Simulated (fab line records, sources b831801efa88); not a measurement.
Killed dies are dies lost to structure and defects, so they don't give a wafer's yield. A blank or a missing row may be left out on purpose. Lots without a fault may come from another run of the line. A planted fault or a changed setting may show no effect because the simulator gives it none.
fab line records | flow sky130
record lots=7 wafers=19 last_day=50
route steps=708 shown SONOS_ONO@186 GATE_OXIDE@187 POLY_GATE@204 RES_PROTECT@206 PAD_OPEN@708
lots that met no fault: from a run of the same line without faults
start_h: hours from the record's first day to the start of the lot's first wafer shown | wait_h: hours since the lot's step before | " the same as in the row above | L1.1+2: a row that stands for several wafers | - no value, or no start given | * or withheld: withheld | < > ~ a bound
route shown NAME@n: a module of which the file shows steps, and the number in the route of the first | usual: mean/standard deviation of fault-free wafers | same: alike in all rows | chamber/n: place in a boat | sites: the reading at each site | _std_site: their standard deviation | _edge_site: outer sites' mean less inner sites' | radius_mm: how far each site lies from the wafer's centre | mask NAME#n: copy n | behind: the tool/chamber that last shaped the wafer | hold: why the lot was held/for how many hours/how that ended | device: the transistor (n, p or np) that didn't switch | end of line: the same wafers' tests at the end of the route | a step without rows: its recipe alone | killed: dies lost to structure and defects at the first sort, not the wafer's yield | map: a wafer's dies, x killed, . not, _ none there
set.NAME: the setting as run; set.NAME@STEP: as run at that earlier step | model.NAME: the simulator's own value behind a step, which no gauge read
lots at some steps of the route; a table a step, a row a wafer
services: from which hour (start_h, from the record's first day; less than 0 if before it) a tool's chamber was out of use, for how many hours, and why
## steps
# step SKY_SONOS_ONO_WET_ETCH_18
# recipe chemistry=H3PO4 target_depth_nm=15 target=Si3N4 temp_c=160 time_s=172
# step SKY_GATE_OXIDE_CLEAN_00
# recipe chemistry=SC1/SC2 mix=1:4:20 temp_c=70 time_s=150 dry=n2_spin
# step SKY_GATE_OXIDE_OXIDATION_01
# recipe temp_c=900 ambient=O2 stabilise_s=600 purge_s=300 target_thk_a=102.68 ox_time_s=1473
# step SKY_GATE_OXIDE_THK_MEAS_02
# recipe reads=SiO2_of_GATE_OXIDE_OXIDATION_01
# usual GATE_OXIDE_OXIDATION_00_THK=10.27/0.2
# columns lot.wafer tool chamber start_h wait_h GATE_OXIDE_OXIDATION_00_THK[nm]
L426.3 film_metro-04 - 307.20 0.0 9.86
L426.4 " - " " 9.67
L426.6 " - " " 9.81
L427.2 film_metro-04 - 315.39 0.0 10.19
L427.4 " - " " 10.11
L427.6 " - " " 10.25
L433.1 film_metro-04 - 358.24 0.0 10.28
L433.4 " - " " 10.47
L433.6 " - " " 10.43
L434.2 film_metro-03 - 370.98 0.0 10.23
L434.4 " - " " 10.32
L435.2 film_metro-04 - 379.20 0.0 10.38
L435.6 " - " " 10.14
L442.2 film_metro-04 - 438.16 0.0 10.40
L442.5 " - " " 10.16
L442.6 " - " " 10.48
L444.1 film_metro-02 - 455.02 0.0 10.24
L444.3 " - " " 10.42
L444.6 " - " " 10.32
# step SKY_GATE_OXIDE_DEHYDRATE_03
# recipe temp_c=200 time_s=60
# step SKY_GATE_OXIDE_HMDS_04
# recipe prime_time_s=60 prime_temp_c=120
# step SKY_GATE_OXIDE_COAT_05
# recipe resist=NOVOLAK spin_rpm=3000 resist_thk_nm=1140
# step SKY_GATE_OXIDE_SOFTBAKE_06
# recipe temp_c=90 time_s=60 resist=NOVOLAK
# step SKY_GATE_OXIDE_EXPOSE_07
# recipe mask_id=LVOM na=0.6 source_shape=conventional sigma_outer=0.6 polarization=unpolarized target_cd_nm=600 dose_mj=170
# step SKY_GATE_OXIDE_PEB_08
# recipe temp_c=withheld time_s=* resist=NOVOLAK
# step SKY_GATE_OXIDE_DEVELOP_09
# recipe resist=NOVOLAK developer=TMAH develop_time_s=60 dev_temp_c=23
# step SKY_GATE_OXIDE_OVL_MEAS_10
# usual GATE_OXIDE_OVL=0.3/1.6
# columns lot.wafer tool chamber start_h wait_h GATE_OXIDE_OVL[nm]
L426.3 overlay-01 - 333.36 0.1 0.9
L426.4 " - " " 1.8
L426.6 " - " " 2.4
L427.2 overlay-02 - 342.34 0.1 0.4
L427.4 " - " " -0.1
L427.6 " - " " -0.1
L433.1 overlay-01 - 386.44 0.1 1.3
L433.4 " - " " -0.4
L433.6 " - " " -0.7
L434.2 overlay-02 - 399.84 0.1 -1.4
L434.4 " - " " -1.6
L435.2 overlay-01 - 408.44 0.1 1.5
L435.6 " - " " 2.7
L442.2 overlay-02 - 468.41 0.1 -1.5
L442.5 " - " " -0.4
L442.6 " - " " -2.0
L444.1 overlay-02 - 485.18 0.1 -0.7
L444.3 " - " " -2.7
L444.6 " - " " -2.3
# step SKY_GATE_OXIDE_IMPLANT_11
# recipe species=B energy_kev=10 dose_cm2=2.6e+12 tilt_deg=withheld
# columns lot.wafer tool chamber start_h wait_h
L426.3+4+6 implanter-01 0 333.44 0.1
L427.2+4+6 implanter-02 0 342.40 0.0
L433.1+4+6 implanter-02 0 386.47 0.0
L434.2+4 implanter-02 0 399.90 0.0
L435.2+6 implanter-02 0 408.50 0.0
L442.2+5+6 implanter-01 0 468.46 0.0
L444.1+3+6 implanter-04 0 485.22 0.0
# step SKY_GATE_OXIDE_WET_ETCH_12
# recipe chemistry=dHF target_depth_nm=16.8 dry=n2_spin target=SiO2 dilution=100:1 temp_c=25 time_s=336
# step SKY_GATE_OXIDE_STRIP_13
# recipe chemistry=O2/N2 power_w=1400 pressure_mtorr=1500 platen_temp_c=withheld o2_flow_sccm=3000 n2_flow_sccm=300 overash_fraction=0.5
# usual drypump_motor_current_A=5.7/0.42 oes_product_au=0.716/0.0041 strip_time_to_endpoint_s=14.18/0.042
# columns lot.wafer tool chamber start_h wait_h drypump_motor_current_A oes_product_au rf_hours_counter_h strip_time_to_endpoint_s
L426.3 plasma_asher-03 0 333.67 0.0 5.7 0.709 - 14.15
L426.4 " 1 " " 5.6 0.717 - 14.11
L426.6 " 0 " " 5.7 0.720 - 14.21
L427.2 plasma_asher-02 1 342.63 0.0 5.1 0.722 65 14.18
L427.4 " 1 " " 5.1 0.721 - 14.12
L427.6 " 1 " " 5.1 0.711 - 14.17
L433.1 plasma_asher-01 0 386.72 0.0 5.3 0.708 26 14.12
L433.4 " 0 " " 5.3 0.716 - 14.14
L433.6 " 0 " " 5.3 0.717 - 14.08
L434.2 plasma_asher-03 0 400.12 0.0 5.7 0.713 59 14.16
L434.4 " 0 " " 5.7 0.711 - 14.13
L435.2 plasma_asher-02 1 408.72 0.0 5.1 0.720 71 14.20
L435.6 " 0 " " 6.2 0.715 - 14.19
L442.2 plasma_asher-03 1 468.69 0.0 5.6 0.718 66 14.21
L442.5 " 1 " " 5.6 0.718 - 14.15
L442.6 " 0 " " 5.7 0.716 - 14.19
L444.1 plasma_asher-01 0 485.47 0.0 5.3 0.715 36 14.17
L444.3 " 0 " " 5.3 0.718 - 14.24
L444.6 " 1 " " 6.2 0.713 - 14.20
# step SKY_GATE_OXIDE_TW_MEAS_14
# usual GATE_OXIDE_TW=224.5/1.6
# columns lot.wafer tool chamber start_h wait_h GATE_OXIDE_TW
L426.3 film_metro-02 - 333.76 0.1 221.0
L426.4 " - " " 221.2
L426.6 " - " " 222.4
L427.2 film_metro-04 - 342.74 0.1 224.8
L427.4 " - " " 224.8
L427.6 " - " " 224.3
L433.1 film_metro-04 - 386.82 0.1 226.9
L433.4 " - " " 225.1
L433.6 " - " " 220.7
L434.2 film_metro-04 - 400.23 0.1 220.7
L434.4 " - " " 225.9
L435.2 film_metro-03 - 408.83 0.1 222.0
L435.6 " - " " 220.6
L442.2 film_metro-02 - 468.80 0.1 222.0
L442.5 " - " " 223.4
L442.6 " - " " 221.4
L444.1 film_metro-03 - 485.57 0.1 225.5
L444.3 " - " " 224.1
L444.6 " - " " 223.8
# step SKY_GATE_OXIDE_CLEAN_15
# recipe chemistry=SC1/SC2 mix=1:4:20 temp_c=70 time_s=150 dry=n2_spin
# step SKY_GATE_OXIDE_OXIDATION_16
# recipe temp_c=800 ambient=O2 idle_temp_c=700 ramp_up_c_per_min=10 ramp_down_c_per_min=3 stabilise_s=600 purge_s=300 target_thk_a=35.7 ox_time_s=1915
# step SKY_POLY_GATE_CVD_00
# recipe material=poly-Si target_thk_nm=180 temp_c=620 time_s=720 pressure_mtorr=200
# step SKY_POLY_GATE_THK_MEAS_01
# recipe reads=poly-Si_of_POLY_GATE_CVD_00
# usual POLY_GATE_CVD_00_THK=179.6/1.7
# columns lot.wafer tool chamber start_h wait_h POLY_GATE_CVD_00_THK[nm]
L426.3 film_metro-02 - 338.77 0.0 179.7
L426.4 " - " " 178.5
L426.6 " - " " 177.9
L427.2 film_metro-02 - 346.05 0.0 177.7
L427.4 " - " " 176.6
L427.6 " - " " 177.7
L433.1 film_metro-03 - 391.50 0.0 180.3
L433.4 " - " " 180.4
L433.6 " - " " 177.7
L434.2 film_metro-01 - 404.15 0.0 181.4
L434.4 " - " " 182.7
L435.2 film_metro-03 - 415.03 0.0 180.0
L435.6 " - " " 180.1
L442.2 film_metro-03 - 473.27 0.0 181.6
L442.5 " - " " 181.0
L442.6 " - " " 181.4
L444.1 film_metro-03 - 489.01 0.0 180.4
L444.3 " - " " 180.2
L444.6 " - " " 181.8
# step SKY_RES_PROTECT_DEHYDRATE_00
# recipe temp_c=200 time_s=60
# step SKY_RES_PROTECT_HMDS_01
# recipe prime_time_s=60 prime_temp_c=120
# step SKY_RES_PROTECT_COAT_02
# recipe resist=NOVOLAK spin_rpm=3000 resist_thk_nm=1140
# step SKY_RES_PROTECT_SOFTBAKE_03
# recipe temp_c=90 time_s=60 resist=NOVOLAK
# step SKY_RES_PROTECT_EXPOSE_04
# recipe mask_id=RPM na=0.6 source_shape=conventional sigma_outer=0.6 polarization=unpolarized target_cd_nm=1270 dose_mj=131
# step SKY_RES_PROTECT_PEB_05
# recipe temp_c=withheld time_s=* resist=NOVOLAK
# step SKY_RES_PROTECT_DEVELOP_06
# recipe resist=NOVOLAK developer=TMAH develop_time_s=60 dev_temp_c=23
# step SKY_POLY_GATE_IMPLANT_02
# recipe species=P energy_kev=30 dose_cm2=7.7e+15 tilt_deg=0
# step SKY_RES_PROTECT_STRIP_07
# recipe chemistry=O2/N2 power_w=1400 pressure_mtorr=1500 platen_temp_c=withheld o2_flow_sccm=3000 n2_flow_sccm=300 overash_fraction=0.5
# usual drypump_motor_current_A=5.5/0.36 oes_product_au=0.518/0.0045 strip_time_to_endpoint_s=23.29/0.046
# columns lot.wafer tool chamber start_h wait_h drypump_motor_current_A oes_product_au rf_hours_counter_h strip_time_to_endpoint_s
L426.3 plasma_asher-01 1 365.49 0.1 6.2 0.517 - 23.35
L426.4 " 0 " " 5.3 0.512 - 23.31
L426.6 " 1 " " 6.2 0.518 - 23.34
L427.2 plasma_asher-03 1 373.80 0.1 5.6 0.514 56 23.30
L427.4 " 1 " " 5.6 0.522 - 23.33
L427.6 " 1 " " 5.6 0.522 - 23.32
L433.1 plasma_asher-04 1 420.94 0.1 5.1 0.511 73 23.27
L433.4 " 1 " " 5.1 0.516 - 23.29
L433.6 " 1 " " 5.1 0.519 - 23.29
L434.2 plasma_asher-04 1 434.20 0.1 5.1 0.523 0 23.31
L434.4 " 0 " " 5.3 0.516 - 23.27
L435.2 plasma_asher-01 0 445.60 0.1 5.3 0.521 32 23.37
L435.6 " 1 " " 6.1 0.520 - 23.35
L442.2 plasma_asher-01 1 503.95 0.1 6.1 0.525 38 23.26
L442.5 " 1 " " 6.2 0.524 - 23.29
L442.6 " 0 " " 5.3 0.517 - 23.31
L444.1 plasma_asher-04 1 519.85 0.1 5.1 0.522 9 23.28
L444.3 " 0 " " 5.2 0.518 - 23.27
L444.6 " 1 " " 5.1 0.521 - 23.31
# step SKY_RES_PROTECT_TW_MEAS_08
# usual POLY_GATE_TW=4068/24
# columns lot.wafer tool chamber start_h wait_h POLY_GATE_TW
L426.3 film_metro-03 - 365.57 0.1 4066
L426.4 " - " " 4057
L426.6 " - " " 4090
L427.2 film_metro-01 - 373.91 0.1 4092
L427.4 " - " " 4087
L427.6 " - " " 4099
L433.1 film_metro-04 - 421.04 0.1 4005
L433.4 " - " " 4029
L433.6 " - " " 4021
L434.2 film_metro-03 - 434.31 0.1 4100
L434.4 " - " " 4101
L435.2 film_metro-04 - 445.71 0.1 4061
L435.6 " - " " 4074
L442.2 film_metro-01 - 504.06 0.1 4077
L442.5 " - " " 4098
L442.6 " - " " 4117
L444.1 film_metro-03 - 519.95 0.1 4054
L444.3 " - " " 4042
L444.6 " - " " 4065
# step SKY_RES_PROTECT_CLEAN_09
# recipe chemistry=SC1/SC2 mix=1:4:20 temp_c=70 time_s=150 dry=n2_spin
# step SKY_POLY_GATE_CVD_03
# recipe material=Si3N4 precursor=DCS/NH3 target_thk_nm=75 temp_c=770 time_s=1290 pressure_mtorr=250
# step SKY_POLY_GATE_THK_MEAS_04
# recipe reads=Si3N4_of_POLY_GATE_CVD_03
# usual POLY_GATE_CVD_03_THK=75.4/0.7
# columns lot.wafer tool chamber start_h wait_h POLY_GATE_CVD_03_THK[nm]
L426.3 film_metro-02 - 367.04 0.0 74.8
L426.4 " - " " 74.4
L426.6 " - " " 75.3
L427.2 film_metro-03 - 375.69 0.0 75.1
L427.4 " - " " 75.0
L427.6 " - " " 75.5
L433.1 film_metro-03 - 422.94 0.0 74.8
L433.4 " - " " 75.0
L433.6 " - " " 75.4
L434.2 film_metro-03 - 436.81 0.0 76.8
L434.4 " - " " 75.9
L435.2 film_metro-03 - 447.19 0.0 77.0
L435.6 " - " " 76.9
L442.2 film_metro-02 - 505.53 0.0 74.5
L442.5 " - " " 74.7
L442.6 " - " " 74.7
L444.1 film_metro-03 - 522.09 0.0 76.0
L444.3 " - " " 75.8
L444.6 " - " " 75.3
# step SKY_POLY_GATE_DEHYDRATE_05
# recipe temp_c=200 time_s=60
# step SKY_POLY_GATE_HMDS_06
# recipe prime_time_s=60 prime_temp_c=120
# step SKY_POLY_GATE_COAT_07
# recipe resist=BARC temp_c=withheld time_s=withheld spin_rpm=3000 resist_thk_nm=110
# step SKY_POLY_GATE_COAT_08
# recipe resist=KrF-thick spin_rpm=3000 resist_thk_nm=450
# step SKY_POLY_GATE_SOFTBAKE_09
# recipe temp_c=100 time_s=90 resist=KrF-thick
# step SKY_POLY_GATE_EXPOSE_10
# recipe mask_id=P1M na=0.68 source_shape=conventional sigma_outer=0.6 target_cd_nm=150 dose_mj=28
# step SKY_POLY_GATE_PEB_11
# recipe peb_temp_c=withheld peb_time_s=withheld resist=KrF-thick
# step SKY_POLY_GATE_DEVELOP_12
# recipe develop_time_s=60 resist=KrF-thick dev_temp_c=21
# step SKY_POLY_GATE_CD_MEAS_13
# recipe target_cd_nm=150
# usual cd_nm=149.9/1.6
# columns lot.wafer tool chamber start_h wait_h cd_nm
L426.3 cd_sem-01 - 395.49 - 151.5
L426.4 " - " " 153.3
L426.6 " - " " 151.9
L427.2 cd_sem-01 - 404.46 - 148.7
L427.4 " - " " 148.1
L427.6 " - " " 148.9
L433.1 cd_sem-02 - 454.09 - 150.6
L433.4 " - " " 150.9
L433.6 " - " " 152.1
L434.2 cd_sem-02 - 467.46 - 152.5
L434.4 " - " " 151.2
L435.2 cd_sem-02 - 477.51 - 149.1
L435.6 " - " " 148.6
L442.2 cd_sem-01 - 535.22 - 152.8
L442.5 " - " " 153.3
L442.6 " - " " 152.5
L444.1 cd_sem-02 - 551.83 - 149.7
L444.3 " - " " 149.6
L444.6 " - " " 149.9
# step SKY_PAD_OPEN_PROBE_99
# usual killed_at_M0_to_M3=43/6.5 killed_at_M4_up=3.1/1.8 killed_at_contacts=24/5.6 killed_at_front_end=15/4.2 killed_at_other=0.3/0.5 killed_dies=86/8.9 killed_open=47/6.9 killed_short=39/5.9
# same gross_dies=492 killed_at_back_side=0
# columns lot.wafer tool chamber start_h wait_h killed_at_M0_to_M3 killed_at_M4_up killed_at_contacts killed_at_front_end killed_at_other killed_dies killed_open killed_short model.etest.tip_p.rs_ohm_sq model.etest.pfet_01v8_lvt.drive_ua_um model.etest.pfet_01v8.drive_ua_um model.etest.nfet_01v8.drive_ua_um_range model.etest.pfet_01v8_mvt.drive_ua_um model.etest.nfet_01v8.drive_ua_um_rim_less_centre model.etest.pfet_01v8.drive_ua_um_range model.etest.pfet_01v8_lvt.off_log10_a_um
L426.3 prober-02 - 1091.67 0.2 41 1 21 10 1 74 40 34 6776 180.1 202.2 10.21 157.8 2.334 6.193 -8.568
L426.4 prober-02 - 1091.72 0.2 47 5 22 13 0 87 42 45 6766 179.8 202.4 12.44 159.4 6.457 5.152 -8.553
L426.6 prober-02 - 1091.82 0.2 35 4 25 12 0 76 38 38 6818 175.7 195.5 14.63 154.9 1.356 4.571 -8.627
L427.2 prober-01 - 1097.03 0.1 50 7 24 12 0 93 50 42 6869 173.9 187.2 9.227 149.3 5.897 8.116 -8.85
L427.4 prober-01 - 1097.13 0.2 34 0 39 21 1 95 61 34 6843 174.6 192.7 9.742 154.1 1.71 5.23 -8.948
L427.6 prober-01 - 1097.23 0.2 37 2 26 26 0 91 53 38 6856 176.9 193.4 5.198 153.7 -2.261 7.451 -8.97
L433.1 prober-02 - 1129.39 0.1 39 1 19 17 0 76 42 34 6784 176 202.4 13.6 157.7 4.923 5.567 -9.162
L433.4 prober-02 - 1129.54 0.2 42 4 21 19 0 86 41 45 6853 171.9 198.1 5.921 155 -3.595 7.148 -9.223
L433.6 prober-02 - 1129.64 0.2 39 7 23 16 1 86 45 41 6901 163.8 197.7 19.16 151.3 -3.336 12.18 -10.39
L434.2 prober-01 - 1136.65 0.1 51 3 30 17 0 101 53 48 7070 165.5 184.3 14.33 143.5 -4.673 12.27 -10.39
L434.4 prober-01 - 1136.75 0.2 36 1 26 21 1 85 45 40 6973 172 187.7 7.145 146.2 -0.3812 1.098 -9.017
L435.2 prober-02 - 1145.33 0.1 48 6 19 9 0 82 41 41 7009 164.9 189.8 16.34 146.3 -2.326 9.702 -9.961
L435.6 prober-02 - 1145.53 0.2 39 2 26 14 0 81 46 35 6914 165.5 189.8 15.76 145.7 -7.982 14.72 -9.935
L442.2 prober-01 - 1176.58 0.1 48 5 29 15 0 97 56 41 7019 178.1 190.9 10.43 150.1 0.5866 7.48 -8.792
L442.5 prober-01 - 1176.73 0.2 46 3 26 7 0 82 45 37 6998 176.1 185.9 12.4 148.9 3.929 4.108 -8.793
L442.6 prober-01 - 1176.78 0.2 46 2 27 17 0 92 43 49 6978 175.2 185.5 10.87 148.1 0.9552 6.156 -8.995
L444.1 prober-01 - 1189.41 0.1 42 4 30 9 2 87 56 31 6812 177.1 200 12.88 157.1 7.251 9.173 -9.146
L444.3 prober-01 - 1189.51 0.2 42 5 29 13 0 89 50 39 6822 174.7 195.2 6.194 154.2 1.627 9.097 -8.96
L444.6 prober-01 - 1189.66 0.2 48 3 17 19 0 87 50 37 6878 178.2 202.9 7.008 156.4 -2.44 5.157 -8.943
# killed by level:class
L426.3 VIA1:geometric_particle:open=10 CONTACT:geometric_particle:short=6 VIA3:geometric_particle:open=6 LI_CONTACT:geometric_particle:open=5 CONTACT:geometric_particle:open=5 METAL1:geometric_particle:short=5 METAL2:geometric_particle:short=5 VIA2:geometric_particle:open=5
L426.4 VIA1:geometric_particle:open=10 VIA2:geometric_particle:open=8 VIA1:geometric_particle:short=7 CONTACT:geometric_particle:open=6 LOCAL_INTERCONNECT:geometric_particle:short=6 POLY_GATE:geometric_particle:short=5 METAL2:geometric_particle:short=5 LI_CONTACT:geometric_particle:open=4
L426.6 LOCAL_INTERCONNECT:geometric_particle:short=8 CONTACT:geometric_particle:open=7 VIA1:geometric_particle:open=7 VIA1:geometric_particle:short=5 POLY_GATE:geometric_particle:open=4 LI_CONTACT:geometric_particle:open=4 METAL1:geometric_particle:short=4 VIA2:geometric_particle:open=4
L427.2 VIA1:geometric_particle:open=14 CONTACT:geometric_particle:open=11 METAL2:geometric_particle:short=8 LI_CONTACT:geometric_particle:open=6 METAL4:geometric_particle:short=6 VIA1:geometric_particle:short=5 VIA2:geometric_particle:open=5 CONTACT:geometric_particle:short=4
L427.4 CONTACT:geometric_particle:open=17 LI_CONTACT:geometric_particle:open=11 VIA1:geometric_particle:open=8 VIA3:geometric_particle:open=7 POLY_GATE:geometric_particle:open=5 LOCAL_INTERCONNECT:geometric_particle:short=5 POLY_GATE:geometric_particle:short=4 LI_CONTACT:geometric_particle:short=4
L427.6 VIA1:geometric_particle:open=12 CONTACT:geometric_particle:open=8 LI_CONTACT:geometric_particle:open=6 FIELD_ISO:geometric_particle:open=5 VIA2:geometric_particle:open=5 FIELD_ISO:geometric_particle:short=4 POLY_GATE:geometric_particle:open=4 SPACER:geometric_particle:short=4
L433.1 VIA1:geometric_particle:open=12 FIELD_ISO:geometric_particle:short=7 METAL2:geometric_particle:short=7 LI_CONTACT:geometric_particle:open=6 CONTACT:geometric_particle:open=6 VIA3:geometric_particle:open=6 POLY_GATE:geometric_particle:open=4 VIA3:geometric_particle:short=3
L433.4 METAL1:geometric_particle:short=9 CONTACT:geometric_particle:open=7 VIA1:geometric_particle:open=7 FIELD_ISO:geometric_particle:open=6 METAL2:geometric_particle:short=6 LI_CONTACT:geometric_particle:short=5 FIELD_ISO:geometric_particle:short=4 LOCAL_INTERCONNECT:geometric_particle:short=4
L433.6 CONTACT:geometric_particle:open=11 VIA3:geometric_particle:open=8 FIELD_ISO:geometric_particle:short=7 VIA1:geometric_particle:open=7 METAL2:geometric_particle:short=5 METAL4:geometric_particle:short=5 FIELD_ISO:geometric_particle:open=4 LI_CONTACT:geometric_particle:short=4
L434.2 CONTACT:geometric_particle:open=16 POLY_GATE:geometric_particle:open=9 VIA2:geometric_particle:short=9 VIA1:geometric_particle:short=7 VIA3:geometric_particle:open=7 LI_CONTACT:geometric_particle:short=6 METAL2:geometric_particle:short=6 VIA2:geometric_particle:open=6
L434.4 VIA2:geometric_particle:open=11 CONTACT:geometric_particle:open=6 CONTACT:geometric_particle:short=5 POLY_GATE:geometric_particle:short=5 POLY_GATE:geometric_particle:open=5 LI_CONTACT:geometric_particle:open=5 LOCAL_INTERCONNECT:geometric_particle:short=5 FIELD_ISO:geometric_particle:open=4
L435.2 CONTACT:geometric_particle:open=9 VIA3:geometric_particle:open=8 VIA1:geometric_particle:open=7 METAL2:geometric_particle:short=7 VIA2:geometric_particle:open=6 VIA2:geometric_particle:short=5 LI_CONTACT:geometric_particle:open=4 METAL3:geometric_particle:short=4
L435.6 VIA1:geometric_particle:open=11 CONTACT:geometric_particle:open=9 VIA2:geometric_particle:open=8 CONTACT:geometric_particle:short=6 POLY_GATE:geometric_particle:short=5 LI_CONTACT:geometric_particle:open=4 LOCAL_INTERCONNECT:geometric_particle:short=4 VIA3:geometric_particle:open=4
L442.2 LI_CONTACT:geometric_particle:open=13 VIA1:geometric_particle:open=11 VIA3:geometric_particle:open=10 CONTACT:geometric_particle:short=6 VIA2:geometric_particle:short=6 METAL2:geometric_particle:short=6 FIELD_ISO:geometric_particle:open=5 CONTACT:geometric_particle:open=5
L442.5 LI_CONTACT:geometric_particle:open=10 CONTACT:geometric_particle:open=10 VIA1:geometric_particle:open=9 VIA1:geometric_particle:short=7 VIA2:geometric_particle:open=7 METAL1:geometric_particle:short=4 METAL2:geometric_particle:short=4 VIA3:geometric_particle:short=4
L442.6 VIA1:geometric_particle:open=11 CONTACT:geometric_particle:open=10 FIELD_ISO:geometric_particle:short=6 METAL1:geometric_particle:short=6 CONTACT:geometric_particle:short=6 VIA2:geometric_particle:open=6 LOCAL_INTERCONNECT:geometric_particle:short=5 VIA3:geometric_particle:open=5
L444.1 CONTACT:geometric_particle:open=11 VIA1:geometric_particle:open=9 LI_CONTACT:geometric_particle:open=8 VIA2:geometric_particle:open=8 VIA3:geometric_particle:open=5 METAL2:geometric_particle:short=5 LOCAL_INTERCONNECT:geometric_particle:open=4 CONTACT:geometric_particle:short=4
L444.3 VIA1:geometric_particle:open=9 CONTACT:geometric_particle:open=9 VIA3:geometric_particle:open=9 LI_CONTACT:geometric_particle:open=8 POLY_GATE:geometric_particle:short=5 LOCAL_INTERCONNECT:geometric_particle:short=5 FIELD_ISO:geometric_particle:open=4 VIA2:geometric_particle:open=4
L444.6 VIA1:geometric_particle:open=11 POLY_GATE:geometric_particle:open=9 VIA2:geometric_particle:open=8 METAL2:geometric_particle:short=7 LI_CONTACT:geometric_particle:open=5 CONTACT:geometric_particle:open=5 VIA3:geometric_particle:open=5 POLY_GATE:geometric_particle:short=4
## services
# columns tool chamber start_h hours kind
implanter-01 - 324.87 1.2 repair
plasma_asher-04 - 337.42 14.6 pm
implanter-01 - 357.34 33.9 pm
implanter-04 - 383.39 1.9 repair
plasma_asher-02 - 389.29 1.5 repair
implanter-04 - 408.07 2.4 pm
plasma_asher-04 - 421.25 9.0 pm
plasma_asher-04 0 421.25 9.0 vent_cycle
plasma_asher-04 1 421.25 9.0 vent_cycle
plasma_asher-04 0 430.25 - clean
plasma_asher-04 1 430.25 - clean
plasma_asher-02 - 437.96 3.0 pm
plasma_asher-02 - 444.37 4.4 repair
plasma_asher-02 - 469.78 2.8 pm
implanter-04 - 473.52 4.6 pm
plasma_asher-02 - 489.08 8.1 repair
## key
first_sign step=SKY_GATE_OXIDE_TW_MEAS_14 reading=GATE_OXIDE_TW direction=down sigmas=2.1 usual=224.5 struck=221.0
effect none on later readings
model_effect step=SKY_PAD_OPEN_PROBE_99 value=etest.tip_p.rs_ohm_sq without=6862 struck=6973
met_at SKY_GATE_OXIDE_IMPLANT_11
struck_wafers L433.6,L434.2,L435.2,L435.6
tester_left_out L433,L434,L435
onset_between 342.40 386.47
fault kind=process_parameter_drift tool=implanter-02 chamber=- onset_h=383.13 steps=SKY_GATE_OXIDE_IMPLANT_11 channel=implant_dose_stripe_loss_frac offset=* shape=step end_h=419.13 scope=struck_wafers_only
# tester_left_out: of these lots the tester's yield and bins aren't shown, on N5 and GAA mostly nor the transistor test; their killed dies are dies lost to structure and defects alone, not to doping, threshold or leakage, so they don't give the yield
